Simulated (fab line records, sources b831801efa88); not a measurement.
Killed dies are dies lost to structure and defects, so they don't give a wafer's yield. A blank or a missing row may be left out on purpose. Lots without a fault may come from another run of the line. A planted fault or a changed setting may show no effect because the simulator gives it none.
Which tool did it? | flow gf180mcu | 11 lots, 33 wafers sampled, at 5 steps of a route of 602

WHAT THE GAUGES READ, wafer by wafer
GF_V3_RS_MEAS_24: measures by four-point-probe. Usual: V3_W_RS 0.331 ohm/sq, standard deviation 0.0033.
lot  | measured     | on            | V3_W_RS (ohm/sq)  | flag
L187 | day 23 06:00 | film_metro-01 | 0.333 0.329 0.329 |
L188 | day 23 13:58 | film_metro-03 | 0.330 0.331 0.330 |
L189 | day 23 20:25 | film_metro-04 | 0.332 0.331 0.331 |
L190 | day 24 05:04 | film_metro-03 | 0.324 0.325 0.329 |
L192 | day 24 20:17 | film_metro-03 | 0.464 0.336 0.337 | OFF
L194 | day 25 15:57 | film_metro-01 | 0.334 0.333 0.334 |
L203 | day 28 08:25 | film_metro-01 | 0.332 0.330 0.331 |
L204 | day 28 14:43 | film_metro-04 | 0.328 0.332 0.331 |
L207 | day 29 15:54 | film_metro-01 | 0.333 0.334 0.332 |
L208 | day 29 19:53 | film_metro-03 | 0.336 0.333 0.338 |
L209 | day 30 01:52 | film_metro-03 | 0.331 0.328 0.330 |

GF_V3_THK_MEAS_25: measures by xrf. Usual: V3_W_THK 367 nm, standard deviation 4.2.
lot  | measured     | on            | V3_W_THK (nm) | flag
L187 | day 23 06:07 | film_metro-01 | 361 366 370   |
L188 | day 23 14:05 | film_metro-03 | 367 362 363   |
L189 | day 23 20:32 | film_metro-04 | 365 368 368   |
L190 | day 24 05:10 | film_metro-03 | 380 375 372   |
L192 | day 24 20:24 | film_metro-03 | 261 362 361   | OFF
L194 | day 25 16:04 | film_metro-01 | 361 365 361   |
L203 | day 28 08:32 | film_metro-01 | 362 363 363   |
L204 | day 28 14:50 | film_metro-04 | 375 372 371   |
L207 | day 29 16:01 | film_metro-01 | 364 364 367   |
L208 | day 29 19:59 | film_metro-03 | 363 367 358   |
L209 | day 30 01:59 | film_metro-03 | 366 370 367   |

WHICH TOOL RAN EACH LOT (tool, then ch and the chambers of the sampled wafers, then the start)
lot  | GF_V3_ETCH_16                      | GF_V3_SPUTTER_21             | GF_V3_CVD_23
L187 | rie_diel-01 ch 0,2,3, day 23 05:07 | pvd_sputter-01, day 23 05:47 | cvd_w-02 ch 0,1, day 23 05:53
L188 | rie_diel-03 ch 2,3, day 23 13:05   | pvd_sputter-02, day 23 13:44 | cvd_w-02 ch 0,1, day 23 13:50
L189 | rie_diel-01 ch 0,1,2, day 23 19:32 | pvd_sputter-01, day 23 20:12 | cvd_w-01 ch 0,1, day 23 20:18
L190 | rie_diel-03 ch 1,2,3, day 24 04:07 | pvd_sputter-04, day 24 04:47 | cvd_w-02 ch 0,1, day 24 04:57
L192 | rie_diel-01 ch 1,3, day 24 19:21   | pvd_sputter-02, day 24 20:03 | cvd_w-01 ch 0,1, day 24 20:09
L194 | rie_diel-01 ch 0,1,3, day 25 15:04 | pvd_sputter-01, day 25 15:44 | cvd_w-02 ch 0,1, day 25 15:50
L203 | rie_diel-03 ch 1,2,3, day 28 07:32 | pvd_sputter-02, day 28 08:12 | cvd_w-01 ch 0,1, day 28 08:18
L204 | rie_diel-01 ch 1,2,3, day 28 13:47 | pvd_sputter-02, day 28 14:31 | cvd_w-01 ch 0,1, day 28 14:37
L207 | rie_diel-01 ch 2,3, day 29 15:02   | pvd_sputter-01, day 29 15:41 | cvd_w-01 ch 0, day 29 15:47
L208 | rie_diel-03 ch 0,3, day 29 18:56   | pvd_sputter-01, day 29 19:38 | cvd_w-01 ch 1, day 29 19:44
L209 | rie_diel-03 ch 1,3, day 30 00:59   | pvd_sputter-01, day 30 01:38 | cvd_w-01 ch 0, day 30 01:44
- GF_V3_ETCH_16: etches BARC in N2/H2.
- GF_V3_SPUTTER_21: material Ti, target thk 15 nm, time 80.02 s.
- GF_V3_CVD_23: deposits W, target thk 350 nm, time 104.9 s.

WHAT THE TOOLS THEMSELVES READ (means of the sampled wafers that have a number; where no wafer has one, the mark that the record gives instead)
GF_V3_ETCH_16. Usual: drypump_motor_current_A 6.0 A, standard deviation 0.39; oes_product_au 0.855 a.u., standard deviation 0.005; throttle_valve_pct 13.226 %, standard deviation 0.0089.
lot  | tool        | drypump_motor_current_A (A) | oes_product_au (a.u.) | throttle_valve_pct (%) | flag
L187 | rie_diel-01 | 6.2                         | 0.858                 | 13.230                 |
L188 | rie_diel-03 | 5.8                         | 0.857                 | 13.226                 |
L189 | rie_diel-01 | 6.3                         | 0.853                 | 13.231                 |
L190 | rie_diel-03 | 5.7                         | 0.851                 | 13.216                 |
L192 | rie_diel-01 | 6.2                         | 0.849                 | 13.231                 |
L194 | rie_diel-01 | 6.3                         | 0.858                 | 13.227                 |
L203 | rie_diel-03 | 5.7                         | 0.854                 | 13.223                 |
L204 | rie_diel-01 | 6.2                         | 0.854                 | 13.222                 |
L207 | rie_diel-01 | 6.1                         | 0.847                 | 13.220                 |
L208 | rie_diel-03 | 5.6                         | 0.859                 | 13.224                 |
L209 | rie_diel-03 | 5.5                         | 0.860                 | 13.224                 |

GF_V3_SPUTTER_21. Usual: throttle_valve_pct 30.0 %, standard deviation 0.93.
lot  | tool           | throttle_valve_pct (%) | flag
L187 | pvd_sputter-01 | 29.8                   |
L188 | pvd_sputter-02 | 28.6                   |
L189 | pvd_sputter-01 | 29.9                   |
L190 | pvd_sputter-04 | 29.9                   |
L192 | pvd_sputter-02 | 30.5                   |
L194 | pvd_sputter-01 | 29.7                   |
L203 | pvd_sputter-02 | 30.1                   |
L204 | pvd_sputter-02 | 30.8                   |
L207 | pvd_sputter-01 | 30.0                   |
L208 | pvd_sputter-01 | 30.1                   |
L209 | pvd_sputter-01 | 30.0                   |

GF_V3_CVD_23. Usual: heater_power_w 892 W, standard deviation 130.
lot  | tool     | heater_power_w (W) | flag
L187 | cvd_w-02 | 1033               |
L188 | cvd_w-02 | 1072               |
L189 | cvd_w-01 | 803                |
L190 | cvd_w-02 | 1050               |
L192 | cvd_w-01 | 773                |
L194 | cvd_w-02 | 1032               |
L203 | cvd_w-01 | 811                |
L204 | cvd_w-01 | 788                |
L207 | cvd_w-01 | 752                |
L208 | cvd_w-01 | 837                |
L209 | cvd_w-01 | 755                |

THE ANSWER, worked out from the rows above alone
Rule: a lot is off if the mean of its wafers that have a number lies more than 3 standard deviations from the usual mean. A lot without any number at a reading at which 4 lots or more have one is off too. The other lots that the step has rows for count as sound. The gauges are gone through in route order, then the tools' own readings, and for those a lot's mean is taken as printed above. The first step at which some lot is off is used, and at that step the reading that is off furthest; a lot without a number counts as furthest.
Off: L192, at GF_V3_RS_MEAS_24 (V3_W_RS).
A tool fits if, at a process step before that reading, it ran every lot that is off, and no sound lot after the first of them. The gauges at GF_V3_RS_MEAS_24 are tried like those tools. None of those tried fits.

WHAT THE SIMULATOR HAD PUT IN
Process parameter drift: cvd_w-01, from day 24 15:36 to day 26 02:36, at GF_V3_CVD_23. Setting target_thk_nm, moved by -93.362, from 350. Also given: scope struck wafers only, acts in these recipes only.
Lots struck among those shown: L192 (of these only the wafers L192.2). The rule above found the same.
